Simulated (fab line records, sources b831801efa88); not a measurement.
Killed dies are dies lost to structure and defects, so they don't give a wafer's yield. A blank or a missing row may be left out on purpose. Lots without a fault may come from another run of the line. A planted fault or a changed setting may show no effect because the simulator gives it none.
fab line records | flow gf180mcu
record lots=5 wafers=15 last_day=33
route steps=602 shown V2@386 M3@409
lots that met no fault: from a run of the same line without faults
start_h: hours from the record's first day to the start of the lot's first wafer shown | wait_h: hours since the lot's step before | " the same as in the row above | L1.1+2: a row that stands for several wafers | - no value, or no start given | * or withheld: withheld | < > ~ a bound
route shown NAME@n: a module of which the file shows steps, and the number in the route of the first | usual: mean/standard deviation of fault-free wafers | same: alike in all rows | chamber/n: place in a boat | sites: the reading at each site | _std_site: their standard deviation | _edge_site: outer sites' mean less inner sites' | radius_mm: how far each site lies from the wafer's centre | mask NAME#n: copy n | behind: the tool/chamber that last shaped the wafer | hold: why the lot was held/for how many hours/how that ended | device: the transistor (n, p or np) that didn't switch | end of line: the same wafers' tests at the end of the route | a step without rows: its recipe alone | killed: dies lost to structure and defects at the first sort, not the wafer's yield | map: a wafer's dies, x killed, . not, _ none there
set.NAME: the setting as run; set.NAME@STEP: as run at that earlier step | model.NAME: the simulator's own value behind a step, which no gauge read
lots at some steps of the route; a table a step, a row a wafer
services: from which hour (start_h, from the record's first day; less than 0 if before it) a tool's chamber was out of use, for how many hours, and why
## steps
# step GF_V2_CMP_04
# recipe material=SiO2 down_force_psi=4 platen_rpm=60 pad_velocity_m_s=0.94248
# usual motor_current_A=12.4/0.56 time_to_endpoint_s=79/5.1
# columns lot.wafer tool chamber start_h wait_h motor_current_A time_to_endpoint_s
L074.4 cmp-02 3 420.62 0.1 12.1 88
L074.6 " 2 " " 11.8 87
L074.5 " 3 " " 11.9 87
L076.3 cmp-01 0 456.76 0.4 11.6 71
L076.4 " 1 " " 13.2 76
L076.1 " 2 " " 12.7 75
L088.1 cmp-02 0 548.47 0.1 13.6 76
L088.3 " 1 " " 11.9 73
L088.6 " 3 " " 12.5 78
L090.3 cmp-01 0 564.26 0.0 11.7 84
L090.1 " 1 " " 12.3 83
L090.2 " 3 " " 12.7 81
L094.4 cmp-02 1 603.94 0.3 12.5 85
L094.3 " 0 " " 13.2 81
L094.5 " 1 " " 12.5 87
# step GF_V2_BOW_MEAS_05
# recipe mode=bow
# usual V2_BOW=97/9
# columns lot.wafer tool chamber start_h wait_h V2_BOW[um]
L074.4 film_metro-02 - 420.95 0.3 118
L074.5 " - " " 112
L074.6 " - " " 101
L076.1 film_metro-04 - 457.01 0.1 107
L076.3 " - " " 98
L076.4 " - " " 99
L088.1 film_metro-02 - 548.72 0.2 103
L088.3 " - " " 105
L088.6 " - " " 93
L090.1 film_metro-03 - 564.56 0.2 107
L090.2 " - " " 99
L090.3 " - " " 92
L094.3 film_metro-04 - 604.28 0.1 105
L094.4 " - " " 107
L094.5 " - " " 99
# step GF_V2_DEHYDRATE_06
# recipe temp_c=200 time_s=60
# columns lot.wafer tool chamber start_h wait_h
L074.4+5+6 litho_track-02 0 432.03 11.1
L076.1+3+4 litho_track-02 0 467.21 10.2
L088.1+3+6 litho_track-04 0 559.52 10.8
L090.1+2+3 litho_track-04 0 576.27 11.7
L094.3+4+5 litho_track-04 0 613.57 9.3
# step GF_V2_HMDS_07
# recipe prime_time_s=60 prime_temp_c=120
# columns lot.wafer tool chamber start_h wait_h
L074.4+5+6 litho_track-02 0 432.18 0.1
L076.1+3+4 litho_track-02 0 467.36 0.1
L088.1+3+6 litho_track-04 0 559.67 0.1
L090.1+2+3 litho_track-04 0 576.42 0.1
L094.3+4+5 litho_track-04 0 613.72 0.1
# step GF_V2_COAT_08
# recipe resist=BARC temp_c=withheld time_s=withheld spin_rpm=withheld resist_thk_nm=withheld
# columns lot.wafer tool chamber start_h wait_h
L074.4+5+6 litho_track-02 0 432.33 0.1
L076.1+3+4 litho_track-02 0 467.51 0.1
L088.1+3+6 litho_track-04 0 559.82 0.1
L090.1+2+3 litho_track-04 0 576.57 0.1
L094.3+4+5 litho_track-04 0 613.87 0.1
# step GF_V2_COAT_09
# recipe resist=KrF spin_rpm=withheld resist_thk_nm=1000
# columns lot.wafer tool chamber start_h wait_h
L074.4+5+6 litho_track-02 0 - -
L076.1+3+4 litho_track-02 0 - -
L088.1+3+6 litho_track-04 0 - -
L090.1+2+3 litho_track-04 0 - -
L094.3+4+5 litho_track-04 0 - -
# step GF_V2_SOFTBAKE_10
# recipe temp_c=130 time_s=60 resist=KrF
# columns lot.wafer tool chamber start_h wait_h
L074.4+5+6 litho_track-02 0 - -
L076.1+3+4 litho_track-02 0 - -
L088.1+3+6 litho_track-04 0 - -
L090.1+2+3 litho_track-04 0 - -
L094.3+4+5 litho_track-04 0 - -
# step GF_V2_EXPOSE_11
# recipe mask_id=Via2 target_cd_nm=260 na=0.68 source_shape=conventional sigma_outer=0.6 dose_mj=38
# columns lot.wafer tool chamber start_h wait_h mask
L074.4+5+6 krf_scanner-01 0 - - Via2#0
L076.1+3+4 krf_scanner-01 0 - - Via2#0
L088.1+3+6 krf_scanner-02 0 - - Via2#0
L090.1+2+3 krf_scanner-01 0 - - Via2#0
L094.3+4+5 krf_scanner-02 0 - - Via2#0
# step GF_V2_PEB_12
# recipe peb_temp_c=135 peb_time_s=91.89 resist=KrF
# usual plate_sensor_t_centre_C=136.13/0.0099 plate_sensor_t_edge_C=136.29/0.01
# columns lot.wafer tool chamber start_h wait_h plate_sensor_t_centre_C plate_sensor_t_edge_C
L074.4 litho_track-03 0 - - 136.11 136.29
L074.5 " 0 " " 136.11 136.29
L074.6 " 0 " " 136.13 136.28
L076.1 litho_track-04 0 - - 136.12 136.31
L076.3 " 0 " " 136.12 136.29
L076.4 " 0 " " 136.13 136.28
L088.1 litho_track-03 0 - - 136.13 136.31
L088.3 " 0 " " 136.12 136.3
L088.6 " 0 " " 136.11 136.27
L090.1 litho_track-03 0 - - 136.13 136.3
L090.2 " 0 " " 136.12 136.31
L090.3 " 0 " " 136.13 136.3
L094.3 litho_track-02 0 - - 136.14 136.28
L094.4 " 0 " " 136.12 136.29
L094.5 " 0 " " 136.13 136.3
# step GF_V2_DEVELOP_13
# recipe develop_time_s=60 resist=KrF dev_temp_c=21
# usual developer_temp_C=21.01/0.1
# columns lot.wafer tool chamber start_h wait_h developer_temp_C
L074.4 litho_track-03 0 444.56 0.1 20.99
L074.5 " 0 " " 21.00
L074.6 " 0 " " 20.94
L076.1 litho_track-04 0 481.67 0.2 20.95
L076.3 " 0 " " 20.93
L076.4 " 0 " " 20.88
L088.1 litho_track-03 0 571.44 0.2 21.19
L088.3 " 0 " " 21.01
L088.6 " 0 " " 21.02
L090.1 litho_track-03 0 587.39 0.2 20.88
L090.2 " 0 " " 21.02
L090.3 " 0 " " 20.97
L094.3 litho_track-02 0 625.50 0.1 21.06
L094.4 " 0 " " 21.00
L094.5 " 0 " " 20.99
# step GF_V2_CD_MEAS_14
# recipe target_cd_nm=260
# usual cd_nm=259.8/1.1
# columns lot.wafer tool chamber start_h wait_h cd_nm
L074.4 cd_sem-01 - 444.70 0.1 258.6
L074.5 " - " " 258.8
L074.6 " - " " 260.5
L076.1 cd_sem-01 - 481.82 0.1 258.4
L076.3 " - " " 258.1
L076.4 " - " " 260.1
L088.1 cd_sem-02 - 571.59 0.1 257.8
L088.3 " - " " 259.2
L088.6 " - " " 259.7
L090.1 cd_sem-01 - 587.54 0.1 259.6
L090.2 " - " " 258.7
L090.3 " - " " 258.7
L094.3 cd_sem-02 - 625.64 0.1 261.5
L094.4 " - " " 261.1
L094.5 " - " " 259.5
# step GF_V2_OVL_MEAS_15
# usual V2_OVL=1/6.3
# columns lot.wafer tool chamber start_h wait_h V2_OVL[nm]
L074.4 overlay-02 - 444.78 0.1 0
L074.5 " - " " -1
L074.6 " - " " -4
L076.1 overlay-01 - 481.94 0.1 4
L076.3 " - " " -4
L076.4 " - " " 5
L088.1 overlay-02 - 571.71 0.1 9
L088.3 " - " " 8
L088.6 " - " " 2
L090.1 overlay-02 - 587.66 0.1 -5
L090.2 " - " " -6
L090.3 " - " " -7
L094.3 overlay-01 - 625.74 0.1 3
L094.4 " - " " 16
L094.5 " - " " 10
# step GF_V2_ETCH_16
# recipe chemistry=N2/H2 target_depth_a=withheld overetch_a=withheld time_s=withheld target=BARC ion_energy_ev=200 source_w=500 bias_w=100 pressure_mtorr=30 n2_flow_sccm=100 h2_flow_sccm=200
# usual bias_w=100.00/0.29 drypump_motor_current_A=5.6/0.44 oes_product_au=0.854/0.0047 throttle_valve_pct=13.225/0.0091
# columns lot.wafer tool chamber start_h wait_h bias_w drypump_motor_current_A oes_product_au throttle_valve_pct
L074.4 rie_diel-01 1 444.79 0.0 100.22 5.2 0.851 13.216
L074.5 " 1 " " 99.73 5.3 0.852 13.226
L074.6 " 2 " " 99.67 6.3 0.856 13.216
L076.1 rie_diel-03 2 481.98 0.0 99.84 6.0 0.853 13.230
L076.3 " 3 " " 100.02 5.8 0.852 13.224
L076.4 " 0 " " 100.00 6.4 0.856 13.208
L088.1 rie_diel-02 3 571.74 0.0 99.91 5.4 0.854 13.216
L088.3 " 2 " " 100.21 5.5 0.855 13.218
L088.6 " 3 " " 99.77 5.4 0.846 13.224
L090.1 rie_diel-02 2 587.69 0.0 100.62 5.5 0.855 13.235
L090.2 " 1 " " 99.97 6.3 0.849 13.239
L090.3 " 0 " " 100.08 5.5 0.845 13.226
L094.3 rie_diel-02 3 625.76 0.0 100.13 5.4 0.852 13.245
L094.4 " 1 " " 100.07 6.2 0.860 13.233
L094.5 " 3 " " 99.65 5.4 0.853 13.227
# step GF_V2_ETCH_17
# recipe chemistry=C4F8/O2/Ar mask_material=KrF target=SiO2 stop_on=TiN source_w=1500 bias_w=1200 pressure_mtorr=40 c4f8_flow_sccm=withheld O2_flow_sccm=6 Ar_flow_sccm=300 time_s=withheld target_depth_a=6300
# usual bias_w=1200/3.8 oes_product_au=0.855/0.0044
# columns lot.wafer tool chamber start_h wait_h bias_w oes_product_au
L074.4 rie_diel-01 1 - - 1198 0.848
L074.5 " 1 " " 1200 0.848
L074.6 " 2 " " 1207 0.860
L076.1 rie_diel-03 2 - - 1198 0.849
L076.3 " 3 " " 1200 0.849
L076.4 " 0 " " 1199 0.854
L088.1 rie_diel-02 3 - - 1194 0.855
L088.3 " 2 " " 1200 0.854
L088.6 " 3 " " 1197 0.853
L090.1 rie_diel-02 2 - - 1203 0.854
L090.2 " 1 " " 1202 0.854
L090.3 " 0 " " 1202 0.849
L094.3 rie_diel-02 3 - - 1201 0.856
L094.4 " 1 " " 1201 0.853
L094.5 " 3 " " 1200 0.857
# step GF_V2_STRIP_18
# recipe chemistry=O2/N2 power_w=1400 pressure_mtorr=1500 platen_temp_c=250 o2_flow_sccm=3000 n2_flow_sccm=300 overash_fraction=0.5
# usual drypump_motor_current_A=5.69/0.23 heater_power_w=334/27 oes_product_au=0.592/0.005
# columns lot.wafer tool chamber start_h wait_h drypump_motor_current_A heater_power_w oes_product_au rf_hours_counter_h
L074.4 plasma_asher-01 1 444.96 - 5.50 301 0.586 -
L074.5 " 1 " " 5.50 298 0.589 -
L074.6 " 0 " " 5.76 389 0.594 -
L076.1 plasma_asher-02 1 482.10 - 5.48 342 0.596 5
L076.3 " 0 " " 6.21 339 0.593 -
L076.4 " 1 " " 5.45 340 0.598 -
L088.1 plasma_asher-01 1 571.87 - 5.48 296 0.601 91
L088.3 " 0 " " 5.78 385 0.590 -
L088.6 " 1 " " 5.48 298 0.598 -
L090.1 plasma_asher-04 1 587.82 - 5.50 321 0.588 52
L090.2 " 0 " " 5.80 331 0.587 52
L090.3 " 1 " " 5.48 321 0.591 -
L094.3 plasma_asher-04 0 625.92 - 5.80 337 0.594 -
L094.4 " 1 " " 5.49 320 0.588 -
L094.5 " 0 " " 5.82 341 0.599 -
# step GF_V2_STRIP_19
# recipe chemistry=post_etch_residue_remover time_s=1200 temp_c=72.5
# columns lot.wafer tool chamber start_h wait_h
L074.4+5+6 wet_bench-01 1 445.02 0.0
L076.1+3+4 wet_bench-04 0 482.20 0.1
L088.1+3+6 wet_bench-03 2 571.97 0.1
L090.1+2+3 wet_bench-03 0 587.92 0.1
L094.3+4+5 wet_bench-04 3 625.99 0.0
# step GF_V2_CLEAN_20
# recipe chemistry=DIW dry=n2_spin
# columns lot.wafer tool chamber start_h wait_h
L074.4+5+6 wet_bench-03 2 445.37 0.0
L076.1+3+4 wet_bench-01 3 483.57 0.0
L088.1+3+6 wet_bench-01 0 572.31 0.0
L090.1+2+3 wet_bench-04 1 588.26 0.0
L094.3+4+5 wet_bench-01 0 626.33 0.0
# step GF_V2_SPUTTER_21
# recipe material=Ti target_thk_nm=15 chamber_pressure_pa=5 power_w=2500 substrate_temp_c=200 time_s=80.02
# usual chamber_pressure_pa=5.002/0.0095 throttle_valve_pct=30.4/0.86
# columns lot.wafer tool chamber start_h wait_h chamber_pressure_pa throttle_valve_pct
L074.4 pvd_sputter-01 - 445.46 0.0 5.015 30.7
L074.5 " - " " 4.997 31.0
L074.6 " - " " 4.987 30.1
L076.1 pvd_sputter-02 - 483.66 0.0 4.994 30.5
L076.3 " - " " 5.013 28.4
L076.4 " - " " 4.993 30.5
L088.1 pvd_sputter-04 - 572.41 0.0 5.008 30.9
L088.3 " - " " 5.018 30.8
L088.6 " - " " 5.015 28.9
L090.1 pvd_sputter-01 - 588.36 0.0 5.002 30.7
L090.2 " - " " 4.994 31.1
L090.3 " - " " 4.993 29.6
L094.3 pvd_sputter-04 - 626.42 0.0 4.995 30.9
L094.4 " - " " 5.014 30.3
L094.5 " - " " 4.991 30.8
# step GF_V2_SPUTTER_22
# recipe material=TiN target_thk_nm=10 chamber_pressure_pa=5 power_w=4000 time_s=40
# usual chamber_pressure_pa=5.002/0.01 throttle_valve_pct=30.3/0.86
# columns lot.wafer tool chamber start_h wait_h chamber_pressure_pa throttle_valve_pct
L074.4 pvd_sputter-01 - 445.52 0.0 4.994 30.5
L074.5 " - " " 5.004 30.8
L074.6 " - " " 4.997 29.8
L076.1 pvd_sputter-02 - 483.72 0.0 5.001 30.5
L076.3 " - " " 5.013 28.1
L076.4 " - " " 4.994 30.2
L088.1 pvd_sputter-04 - 572.47 0.0 4.995 30.8
L088.3 " - " " 5.000 30.8
L088.6 " - " " 4.991 28.6
L090.1 pvd_sputter-01 - 588.42 0.0 5.014 30.7
L090.2 " - " " 4.998 30.9
L090.3 " - " " 5.013 29.8
L094.3 pvd_sputter-04 - 626.48 0.0 4.982 30.6
L094.4 " - " " 5.000 30.1
L094.5 " - " " 5.001 31.0
# step GF_V2_CVD_23
# recipe material=W target_thk_nm=350 time_s=104.94 temp_c=400 pressure_torr=40
# usual heater_power_w=822/72
# columns lot.wafer tool chamber start_h wait_h heater_power_w since_wet_clean_h
L074.4 cvd_w-02 1 445.59 0.1 836 -
L074.5 " 1 " " 820 -
L074.6 " 0 " " 809 -
L076.1 cvd_w-02 0 483.76 0.0 809 580
L076.3 " 0 " " 819 -
L076.4 " 0 " " 820 -
L088.1 cvd_w-02 0 572.51 0.0 809 669
L088.3 " 0 " " 811 -
L088.6 " 0 " " 831 -
L090.1 cvd_w-01 1 588.46 0.0 936 184
L090.2 " 0 " " 732 184
L090.3 " 0 " " 729 -
L094.3 cvd_w-02 0 626.56 0.1 825 -
L094.4 " 1 " " 842 -
L094.5 " 0 " " 796 -
# step GF_V2_RS_MEAS_24
# recipe thk_meas_gauge=four-point-probe reads=W_of_V2_CVD_23+TiN_of_V2_SPUTTER_22+Ti_of_V2_SPUTTER_21
# usual V2_W_RS=0.329/0.0036
# columns lot.wafer tool chamber start_h wait_h V2_W_RS[ohm/sq]
L074.4 film_metro-03 - 445.73 0.1 0.324
L074.5 " - " " 0.320
L074.6 " - " " 0.330
L076.1 film_metro-04 - 483.99 0.2 0.331
L076.3 " - " " 0.329
L076.4 " - " " 0.333
L088.1 film_metro-02 - 572.62 0.1 0.322
L088.3 " - " " 0.324
L088.6 " - " " 0.322
L090.1 film_metro-04 - 588.57 0.1 0.331
L090.2 " - " " 0.332
L090.3 " - " " 0.333
L094.3 film_metro-02 - 626.67 0.1 0.328
L094.4 " - " " 0.329
L094.5 " - " " 0.328
# step GF_V2_THK_MEAS_25
# recipe thk_meas_gauge=xrf reads=W_of_V2_CVD_23
# usual V2_W_THK=346/5.1
# columns lot.wafer tool chamber start_h wait_h V2_W_THK[nm]
L074.4 film_metro-03 - 445.82 0.1 352
L074.5 " - " " 355
L074.6 " - " " 343
L076.1 film_metro-04 - 484.11 0.1 345
L076.3 " - " " 348
L076.4 " - " " 344
L088.1 film_metro-02 - 572.74 0.1 357
L088.3 " - " " 352
L088.6 " - " " 354
L090.1 film_metro-04 - 588.69 0.1 345
L090.2 " - " " 342
L090.3 " - " " 341
L094.3 film_metro-02 - 626.77 0.1 352
L094.4 " - " " 349
L094.5 " - " " 349
# step GF_V2_CMP_26
# recipe stop_on=SiO2 down_force_psi=3.5 platen_rpm=60 t_overpolish_s=15 target_thk_nm=0 pad_velocity_m_s=0.94248
# usual motor_current_A=11.4/0.61 overpolish_run_s=14.999/0.0085 time_to_endpoint_s=84/3.2
# columns lot.wafer tool chamber start_h wait_h motor_current_A overpolish_run_s time_to_endpoint_s
L074.4 cmp-02 3 446.00 0.2 11.3 14.992 81
L074.6 " 0 " " 12.1 14.993 82
L074.5 " 1 " " 10.7 15.001 84
L076.4 cmp-02 3 484.22 0.1 10.8 15.004 75
L076.3 " 0 " " 12.9 15.006 77
L076.1 " 1 " " 11.8 15.000 79
L088.3 cmp-02 0 572.80 0.0 12.3 14.991 82
L088.1 " 2 " " 10.8 14.996 86
L088.6 " 1 " " 10.8 14.990 87
L090.2 cmp-02 0 588.75 0.0 12.6 14.989 82
L090.3 " 2 " " 11.0 14.990 81
L090.1 " 3 " " 11.0 15.005 79
L094.3 cmp-02 3 626.81 0.0 11.3 15.021 87
L094.4 " 0 " " 12.0 15.006 87
L094.5 " 3 " " 11.4 14.996 81
# step GF_M3_SPUTTER_00
# recipe material=Ti target_thk_nm=37.5 arriving_ion_energy_ev=80 substrate_temp_c=200 chamber_pressure_pa=2 power_w=4000 time_s=150
# usual chamber_pressure_pa=2.000/0.004 throttle_valve_pct=30.5/0.72
# columns lot.wafer tool chamber start_h wait_h chamber_pressure_pa throttle_valve_pct
L074.4 pvd_sputter-04 - 446.20 0.1 1.997 30.8
L074.5 " - " " 1.995 29.9
L074.6 " - " " 2.007 28.9
L076.1 pvd_sputter-01 - 484.47 0.1 2.001 31.2
L076.3 " - " " 1.987 30.5
L076.4 " - " " 2.004 29.9
L088.1 pvd_sputter-01 - 573.10 0.1 2.000 30.9
L088.3 " - " " 2.000 30.1
L088.6 " - " " 1.998 30.5
L090.1 pvd_sputter-03 - 589.05 0.1 2.000 31.5
L090.2 " - " " 2.000 30.2
L090.3 " - " " 1.998 30.5
L094.3 pvd_sputter-03 - 627.11 0.2 1.995 30.7
L094.4 " - " " 1.993 31.2
L094.5 " - " " 2.001 31.5
# step GF_M3_SPUTTER_01
# recipe material=TiN target_thk_nm=30 power_w=6500 time_s=25 chamber_pressure_pa=0.4
# usual chamber_pressure_pa=0.4002/0.00087 throttle_valve_pct=30.5/0.74
# columns lot.wafer tool chamber start_h wait_h chamber_pressure_pa throttle_valve_pct
L074.4 pvd_sputter-04 - 446.26 0.0 0.3996 30.8
L074.5 " - " " 0.4005 30.0
L074.6 " - " " 0.3993 29.0
L076.1 pvd_sputter-01 - 484.57 0.1 0.4005 31.0
L076.3 " - " " 0.4002 30.8
L076.4 " - " " 0.3994 29.7
L088.1 pvd_sputter-01 - 573.20 0.1 0.4005 30.7
L088.3 " - " " 0.4006 29.7
L088.6 " - " " 0.3998 30.4
L090.1 pvd_sputter-03 - 589.15 0.1 0.3997 31.6
L090.2 " - " " 0.3997 30.4
L090.3 " - " " 0.4006 30.6
L094.3 pvd_sputter-03 - 627.21 0.1 0.4008 30.6
L094.4 " - " " 0.4012 31.2
L094.5 " - " " 0.4004 31.8
# step GF_M3_SPUTTER_02
# recipe material=AlCu target_thk_nm=450 power_w=10600 time_s=23.9 chamber_pressure_pa=0.4
# usual chamber_pressure_pa=0.4000/0.00082 throttle_valve_pct=30.5/0.72
# columns lot.wafer tool chamber start_h wait_h chamber_pressure_pa throttle_valve_pct
L074.4 pvd_sputter-04 - 446.30 0.0 0.3993 30.9
L074.5 " - " " 0.3995 29.9
L074.6 " - " " 0.3988 28.9
L076.1 pvd_sputter-01 - 484.60 0.0 0.4005 30.7
L076.3 " - " " 0.4005 30.8
L076.4 " - " " 0.4011 29.9
L088.1 pvd_sputter-01 - 573.23 0.0 0.4007 30.6
L088.3 " - " " 0.4016 29.9
L088.6 " - " " 0.4001 30.6
L090.1 pvd_sputter-03 - 589.18 0.0 0.3996 31.5
L090.2 " - " " 0.3995 30.1
L090.3 " - " " 0.4003 30.6
L094.3 pvd_sputter-03 - 627.25 0.0 0.4002 30.6
L094.4 " - " " 0.4005 31.2
L094.5 " - " " 0.4001 31.8
# step GF_M3_SPUTTER_03
# recipe material=Ti target_thk_nm=10 substrate_temp_c=300 chamber_pressure_pa=0.3 power_w=3000 time_s=6.7
# usual chamber_pressure_pa=0.2999/0.00057 throttle_valve_pct=30.5/0.73
# columns lot.wafer tool chamber start_h wait_h chamber_pressure_pa throttle_valve_pct
L074.4 pvd_sputter-04 - 446.32 0.0 0.2996 30.7
L074.5 " - " " 0.3000 30.0
L074.6 " - " " 0.2994 28.8
L076.1 pvd_sputter-01 - 484.63 0.0 0.3007 31.1
L076.3 " - " " 0.2995 30.6
L076.4 " - " " 0.2994 30.0
L088.1 pvd_sputter-01 - 573.26 0.0 0.2993 31.1
L088.3 " - " " 0.2990 29.6
L088.6 " - " " 0.2997 30.5
L090.1 pvd_sputter-03 - 589.21 0.0 0.2997 31.7
L090.2 " - " " 0.2993 30.1
L090.3 " - " " 0.3005 30.5
L094.3 pvd_sputter-03 - 627.28 0.0 0.2998 30.6
L094.4 " - " " 0.2997 31.4
L094.5 " - " " 0.3012 31.5
# step GF_M3_SPUTTER_04
# recipe material=TiN target_thk_nm=50 power_w=6500 time_s=41.7 chamber_pressure_pa=0.4
# usual chamber_pressure_pa=0.4002/0.00079 throttle_valve_pct=30.5/0.73
# columns lot.wafer tool chamber start_h wait_h chamber_pressure_pa throttle_valve_pct
L074.4 pvd_sputter-04 - 446.35 0.0 0.4002 31.0
L074.5 " - " " 0.3998 30.1
L074.6 " - " " 0.4015 28.8
L076.1 pvd_sputter-01 - 484.65 0.0 0.4012 31.0
L076.3 " - " " 0.4001 30.5
L076.4 " - " " 0.4016 29.8
L088.1 pvd_sputter-01 - 573.28 0.0 0.4000 30.6
L088.3 " - " " 0.4002 30.1
L088.6 " - " " 0.4004 30.6
L090.1 pvd_sputter-03 - 589.23 0.0 0.3993 31.5
L090.2 " - " " 0.4008 30.1
L090.3 " - " " 0.3993 30.7
L094.3 pvd_sputter-03 - 627.30 0.0 0.3997 30.7
L094.4 " - " " 0.4009 31.1
L094.5 " - " " 0.3996 31.7
# step GF_M3_RS_MEAS_05
# recipe thk_meas_gauge=four-point-probe reads=TiN_of_M3_SPUTTER_04+Ti_of_M3_SPUTTER_03+AlCu_of_M3_SPUTTER_02+TiN_of_M3_SPUTTER_01+Ti_of_M3_SPUTTER_00
# usual M3_ALCU_RS=0.0693/0.00081
# columns lot.wafer tool chamber start_h wait_h M3_ALCU_RS[ohm/sq]
L074.4 film_metro-01 - 446.43 0.1 0.0680
L074.5 " - " " 0.0680
L074.6 " - " " 0.0698
L076.1 film_metro-02 - 484.69 0.0 0.0701
L076.3 " - " " 0.0688
L076.4 " - " " 0.0706
L088.1 film_metro-01 - 573.32 0.0 0.0699
L088.3 " - " " 0.0707
L088.6 " - " " 0.0702
L090.1 film_metro-03 - 589.27 0.0 0.0686
L090.2 " - " " 0.0693
L090.3 " - " " 0.0685
L094.3 film_metro-02 - 627.38 0.1 0.0689
L094.4 " - " " 0.0694
L094.5 " - " " 0.0692
## services
# columns tool chamber start_h hours kind
krf_scanner-02 - 398.82 0.8 pm
pvd_sputter-03 - 400.50 1.3 repair
cmp-02 - 404.20 4.0 pm
wet_bench-01 - 406.15 1.1 repair
cvd_w-02 1 406.90 3.4 repair
krf_scanner-01 - 431.77 0.8 repair
rie_diel-02 - 443.26 2.8 pm
rie_diel-02 2 453.74 8.9 repair
krf_scanner-01 - 468.08 1.0 pm
cvd_w-02 1 476.86 15.1 repair
cvd_w-02 - 489.12 14.6 pm
krf_scanner-01 - 493.49 1.3 pm
cmp-02 - 495.75 0.7 repair
cvd_w-02 - 503.72 6.9 pm
rie_diel-02 0 507.74 6.0 repair
cvd_w-02 0 531.91 18.8 repair
cmp-02 - 552.60 0.4 repair
krf_scanner-01 - 555.26 0.8 pm
rie_diel-02 2 560.54 7.9 repair
rie_diel-02 - 561.38 0.4 repair
rie_diel-02 3 586.48 3.8 repair
wet_bench-01 - 586.49 1.9 pm
pvd_sputter-03 - 619.16 4.0 repair
pvd_sputter-01 - 625.02 5.8 repair
## key
fault none
